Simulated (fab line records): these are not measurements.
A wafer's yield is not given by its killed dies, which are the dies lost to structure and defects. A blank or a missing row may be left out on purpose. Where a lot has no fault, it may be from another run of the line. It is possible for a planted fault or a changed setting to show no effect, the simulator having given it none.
Which tool is to blame? :: flow sfq-line :: 15 lots, 45 wafers sampled, at 3 steps of a route of 325

WHAT EACH GAUGE READ, for each wafer
SFQ_M4_RS_MEAS_924: measurement is done with a four-point probe.
lot: L376
measured: day 41 00:43
on: film-metro-03
M4_NB_RS (ohm/sq): 0.875 0.866 0.903

lot: L378
measured: day 42 18:19
on: film-metro-04
M4_NB_RS (ohm/sq): 0.876 0.881 0.910

lot: L379
measured: day 43 13:29
on: film-metro-03
M4_NB_RS (ohm/sq): 0.895 0.905 0.910

lot: L380
measured: day 43 20:54
on: film-metro-02
M4_NB_RS (ohm/sq): 0.885 0.879 0.909

lot: L381
measured: day 44 18:25
on: film-metro-04
M4_NB_RS (ohm/sq): 0.926 0.906 0.890

lot: L383
measured: day 45 19:58
on: film-metro-02
M4_NB_RS (ohm/sq): 0.901 0.890 0.893

lot: L384
measured: day 46 06:45
on: film-metro-02
M4_NB_RS (ohm/sq): 0.914 0.919 0.886

lot: L389
measured: day 47 18:53
on: film-metro-03
M4_NB_RS (ohm/sq): 0.903 0.882 0.904

lot: L391
measured: day 48 16:37
on: film-metro-02
M4_NB_RS (ohm/sq): 0.905 0.916 0.919

lot: L392
measured: day 49 04:47
on: film-metro-03
M4_NB_RS (ohm/sq): 0.882 0.895 0.867

lot: L393
measured: day 49 08:16
on: film-metro-03
M4_NB_RS (ohm/sq): 0.907 0.882 0.881

lot: L394
measured: day 49 10:36
on: film-metro-04
M4_NB_RS (ohm/sq): 0.884 0.875 0.899

lot: L395
measured: day 50 01:02
on: film-metro-04
M4_NB_RS (ohm/sq): 0.877 0.883 0.900

lot: L396
measured: day 50 13:02
on: film-metro-04
M4_NB_RS (ohm/sq): 0.897 0.878 0.871

lot: L399
measured: day 51 02:12
on: film-metro-04
M4_NB_RS (ohm/sq): 0.888 0.905 0.884

SFQ_I4_BOW_MEAS_927.
lot: L376
measured: day 42 00:22
on: film-metro-01
I4_BOW (um): -4 2 0

lot: L378
measured: day 43 11:49
on: film-metro-04
I4_BOW (um): -2 3 14

lot: L379
measured: day 44 11:47
on: film-metro-01
I4_BOW (um): -5 2 -4

lot: L380
measured: day 44 17:48
on: film-metro-03
I4_BOW (um): 10 17 21

lot: L381
measured: day 45 08:16
on: film-metro-03
I4_BOW (um): 10 23 21

lot: L383
measured: day 52 00:32
on: film-metro-04
I4_BOW (um): 7 -5 3

lot: L384
measured: day 52 07:43
on: film-metro-04
I4_BOW (um): -2 10 -5

lot: L389
measured: day 54 02:28
on: film-metro-03
I4_BOW (um): 11 -1 -1

lot: L391
measured: day 54 07:41
on: film-metro-01
I4_BOW (um): -2 13 6

lot: L392
measured: day 54 08:28
on: film-metro-04
I4_BOW (um): -6 -13 -4

lot: L393
measured: day 54 11:31
on: film-metro-03
I4_BOW (um): 18 8 0

lot: L394
measured: day 54 13:40
on: film-metro-01
I4_BOW (um): 3 14 5

lot: L395
measured: day 54 16:41
on: film-metro-03
I4_BOW (um): -4 4 4

lot: L396
measured: day 54 17:29
on: film-metro-01
I4_BOW (um): 11 1 13

lot: L399
measured: day 55 01:40
on: film-metro-03
I4_BOW (um): 7 1 13

WHAT TOOL EACH LOT RAN ON (gives the tool, then ch and the chambers of the sampled wafers, and finally the start)
lot: L376
SFQ_TRILAYER_I3_DEP_PECVD_081: pecvd-02 ch 0,2, day 35 10:23

lot: L378
SFQ_TRILAYER_I3_DEP_PECVD_081: pecvd-02 ch 0,1,2, day 37 01:03

lot: L379
SFQ_TRILAYER_I3_DEP_PECVD_081: pecvd-02 ch 0,1, day 37 11:24

lot: L380
SFQ_TRILAYER_I3_DEP_PECVD_081: pecvd-01 ch 0,1,2, day 37 15:00

lot: L381
SFQ_TRILAYER_I3_DEP_PECVD_081: pecvd-03 ch 0,1,2, day 38 09:08

lot: L383
SFQ_TRILAYER_I3_DEP_PECVD_081: pecvd-02 ch 0,1, day 39 01:54

lot: L384
SFQ_TRILAYER_I3_DEP_PECVD_081: pecvd-03 ch 0,1,2, day 39 11:30

lot: L389
SFQ_TRILAYER_I3_DEP_PECVD_081: pecvd-02 ch 0,1, day 41 05:11

lot: L391
SFQ_TRILAYER_I3_DEP_PECVD_081: pecvd-03 ch 1,2, day 42 09:47

lot: L392
SFQ_TRILAYER_I3_DEP_PECVD_081: pecvd-02 ch 0,1,2, day 42 21:23

lot: L393
SFQ_TRILAYER_I3_DEP_PECVD_081: pecvd-02 ch 0,1,2, day 42 23:02

lot: L394
SFQ_TRILAYER_I3_DEP_PECVD_081: pecvd-01 ch 0,1,2, day 43 02:35

lot: L395
SFQ_TRILAYER_I3_DEP_PECVD_081: pecvd-01 ch 0,1,2, day 43 15:47

lot: L396
SFQ_TRILAYER_I3_DEP_PECVD_081: pecvd-02 ch 0,1,2, day 44 00:11

lot: L399
SFQ_TRILAYER_I3_DEP_PECVD_081: pecvd-01 ch 0,1,2, day 44 15:55
- SFQ_TRILAYER_I3_DEP_PECVD_081: deposits SiO2 from SiH4/N2O, time 111.11 s, target thk 500 nm.

WHAT THE TOOLS THEMSELVES READ (means of the sampled wafers that have a number; where no wafer has one, the mark that the record gives instead)
SFQ_TRILAYER_I3_DEP_PECVD_081.
lot: L376
tool: pecvd-02
heater-power-w (W): 99
throttle-valve-pct (%): 24.2

lot: L378
tool: pecvd-02
heater-power-w (W): 94
throttle-valve-pct (%): 23.8

lot: L379
tool: pecvd-02
heater-power-w (W): 97
throttle-valve-pct (%): 23.1

lot: L380
tool: pecvd-01
heater-power-w (W): 73
throttle-valve-pct (%): 24.1

lot: L381
tool: pecvd-03
heater-power-w (W): 85
throttle-valve-pct (%): 26.4

lot: L383
tool: pecvd-02
heater-power-w (W): 94
throttle-valve-pct (%): 23.2

lot: L384
tool: pecvd-03
heater-power-w (W): 96
throttle-valve-pct (%): 26.3

lot: L389
tool: pecvd-02
heater-power-w (W): 91
throttle-valve-pct (%): 23.2

lot: L391
tool: pecvd-03
heater-power-w (W): 88
throttle-valve-pct (%): 25.7

lot: L392
tool: pecvd-02
heater-power-w (W): 92
throttle-valve-pct (%): 24.1

lot: L393
tool: pecvd-02
heater-power-w (W): 96
throttle-valve-pct (%): 24.1

lot: L394
tool: pecvd-01
heater-power-w (W): 78
throttle-valve-pct (%): 24.3

lot: L395
tool: pecvd-01
heater-power-w (W): 76
throttle-valve-pct (%): 24.4

lot: L396
tool: pecvd-02
heater-power-w (W): 102
throttle-valve-pct (%): 24.2

lot: L399
tool: pecvd-01
heater-power-w (W): 79
throttle-valve-pct (%): 24.3

THE ANSWER, worked out from the rows above alone
Rule: the lots themselves supply what counts as usual. The widest of any qualifying gaps counts: lots, ordered by their means at a reading, are off when they make up no more than a third of the lots, leave a main group of 4 or more, and stand apart from it by 3 or more times the standard deviation of that group's means. A main group is skipped when, at the precision printed for the reading in the tables above, its means are all equal. Also off: a lot with no number at a reading for which 4 or more lots have one. Any other lot the step has rows for is counted as sound. Order of review: gauges by route order, followed by the tools' own readings, for which a lot's mean as printed above is used. At the first step where some lot is off, the reading lying furthest off is the one used; lots without a number count as furthest.
Nothing can be told from this: no lot is off at any reading shown.

WHAT THE SIMULATOR HAD INSERTED
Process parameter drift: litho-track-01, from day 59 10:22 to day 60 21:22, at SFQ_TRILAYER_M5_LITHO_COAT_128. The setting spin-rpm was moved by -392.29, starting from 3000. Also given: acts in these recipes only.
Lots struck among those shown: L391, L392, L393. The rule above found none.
